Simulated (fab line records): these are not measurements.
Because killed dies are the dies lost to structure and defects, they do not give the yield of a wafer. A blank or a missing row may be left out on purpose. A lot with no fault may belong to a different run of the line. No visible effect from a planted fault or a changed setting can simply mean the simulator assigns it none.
Matching of chambers | flow gf180mcu | GF_V2_CMP_26 on cmp-02: 4 sister chambers
The step polishes, stops on SiO2, t overpolish 15 s, target thk 0 nm. 4 wafers are shown with their chamber, then 8 later ones without.

== WAFERS, EACH WITH ITS CHAMBER ==
wafer  | chamber | motorCurrentA (A)
L624.6 | 0       | 10.8
L630.4 | 2       | 12.3
L630.5 | 1       | 10.8
L631.1 | 3       | 10.5

== WAFERS MISSING THEIR CHAMBER ==
wafer  | motorCurrentA (A)
L631.2 | 11.3
L631.6 | 11.1
L637.3 | 11.4
L637.5 | 10.5
L637.6 | 12.0
L642.2 | 10.6
L642.5 | 11.1
L642.6 | 10.8

== EACH ONE'S CHAMBER ==
wafer  | from the rows above               | in truth
L631.2 | can't be placed: 0 or 1 or 3 or 2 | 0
L631.6 | can't be placed: 0 or 1 or 3      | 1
L637.3 | can't be placed: 0 or 1 or 2 or 3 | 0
L637.5 | can't be placed: 3 or 0 or 1      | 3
L637.6 | 2                                 | 2
L642.2 | can't be placed: 3 or 0 or 1      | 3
L642.5 | can't be placed: 0 or 1 or 3      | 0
L642.6 | can't be placed: 0 or 1 or 3      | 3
Placed correctly: 1 of 8. These rows do not allow placing 7 (true chamber among the candidates in 7). Placed wrongly: 0.
How it was worked out, from the rows above alone: a wafer's distance from a chamber is the root of the sum, over the readings, of the square of ((its reading less the chamber's mean) divided by the reading's scatter). If the next closest chamber is less than 2 further off than the closest, the wafer can't be placed; otherwise it belongs to the closest. A chamber's mean is the mean of its shown wafers. The scatter: with one shown wafer a chamber, the root of the mean of the squares of how far each hidden wafer lies from its nearest shown one.
